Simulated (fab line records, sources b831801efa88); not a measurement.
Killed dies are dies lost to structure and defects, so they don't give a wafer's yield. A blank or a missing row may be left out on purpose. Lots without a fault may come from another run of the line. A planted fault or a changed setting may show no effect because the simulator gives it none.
Chamber matching | flow gf180mcu | GF_V1_CMP_26 on cmp-01: 4 sister chambers
The step polishes, stops on SiO2, t overpolish 15 s, target thk 0 nm. 4 wafers are shown with their chamber, then 12 later ones without.

WAFERS WITH THEIR CHAMBER
wafer  | chamber | motor_current_A (A)
L087.5 | 1       | 13.3
L088.1 | 3       | 12.8
L088.4 | 0       | 10.9
L088.6 | 2       | 12.8

WAFERS WITHOUT THEIR CHAMBER
wafer  | motor_current_A (A)
L090.2 | 14.0
L090.4 | 12.1
L090.6 | 12.4
L091.2 | 12.3
L091.4 | 12.7
L091.6 | 12.8
L094.1 | 12.0
L094.5 | 12.1
L094.6 | 12.5
L097.1 | 12.4
L097.2 | 13.0
L097.3 | 11.4

WHICH CHAMBER EACH WENT THROUGH
wafer  | from the rows above               | in truth
L090.2 | can't be placed: 1 or 2 or 3      | 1
L090.4 | can't be placed: 2 or 3 or 0 or 1 | 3
L090.6 | can't be placed: 2 or 3 or 1      | 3
L091.2 | can't be placed: 2 or 3 or 1 or 0 | 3
L091.4 | can't be placed: 2 or 3 or 1      | 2
L091.6 | can't be placed: 2 or 3 or 1      | 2
L094.1 | can't be placed: 2 or 3 or 0 or 1 | 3
L094.5 | can't be placed: 2 or 3 or 0 or 1 | 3
L094.6 | can't be placed: 2 or 3 or 1      | 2
L097.1 | can't be placed: 2 or 3 or 1      | 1
L097.2 | can't be placed: 2 or 3 or 1      | 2
L097.3 | can't be placed: 0 or 2 or 3      | 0
Placed correctly: 0 of 12. Can't be placed from these rows: 12 (the true chamber is among the candidates in 12). Placed wrongly: 0.
How it was worked out, from the rows above alone: a wafer's distance from a chamber is the root of the sum, over the readings, of the square of ((its reading less the chamber's mean) divided by the reading's scatter). The wafer belongs to the nearest chamber; if the next one is less than 2 further off, it can't be placed. A chamber's mean is the mean of its shown wafers. The scatter: with one shown wafer a chamber, the root of the mean of the squares of how far each hidden wafer lies from its nearest shown one.
